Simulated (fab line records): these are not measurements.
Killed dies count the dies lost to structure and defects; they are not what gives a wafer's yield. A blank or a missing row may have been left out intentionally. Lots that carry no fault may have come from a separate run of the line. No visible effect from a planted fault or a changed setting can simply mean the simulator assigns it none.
Which tool did it?	flow sky130	at 1 step of a route of 708, 7 lots with 21 wafers sampled

== WHAT THE GAUGES SHOWED, per wafer ==
SKY_CONTACT_THK_MEAS_03.
lot	measured	on	CONTACT_HDPCVD_THK (nm)
L492	day 30 14:20	film metro-03	568 573 569
L496	day 32 06:32	film metro-01	570 577 575
L501	day 33 17:26	film metro-01	572 570 562
L506	day 34 20:29	film metro-03	568 568 555
L511	day 36 13:13	film metro-03	573 555 573
L513	day 37 02:17	film metro-03	562 571 576
L515	day 37 13:53	film metro-01	575 558 563

== WHAT TOOL EACH LOT RAN ON (gives the tool, then ch and the chambers of the sampled wafers, and finally the start) ==
Record: no process step prior to these readings.

== THE ANSWER, worked out from the rows above alone ==
Rule: usual is defined by the lots themselves. The widest of any qualifying gaps counts: lots, ordered by their means at a reading, are off when they make up no more than a third of the lots, leave a main group of 4 or more, and stand apart from it by 3 or more times the standard deviation of that group's means. A main group whose means are all the same, to the digits that the tables above print for the reading, isn't used. A lot without any number at a reading at which 4 lots or more have one is off too. The other lots that the step has rows for count as sound.
None of the lots is off at any reading shown; this tells nothing.

== WHAT HAD BEEN PUT IN BY THE SIMULATOR ==
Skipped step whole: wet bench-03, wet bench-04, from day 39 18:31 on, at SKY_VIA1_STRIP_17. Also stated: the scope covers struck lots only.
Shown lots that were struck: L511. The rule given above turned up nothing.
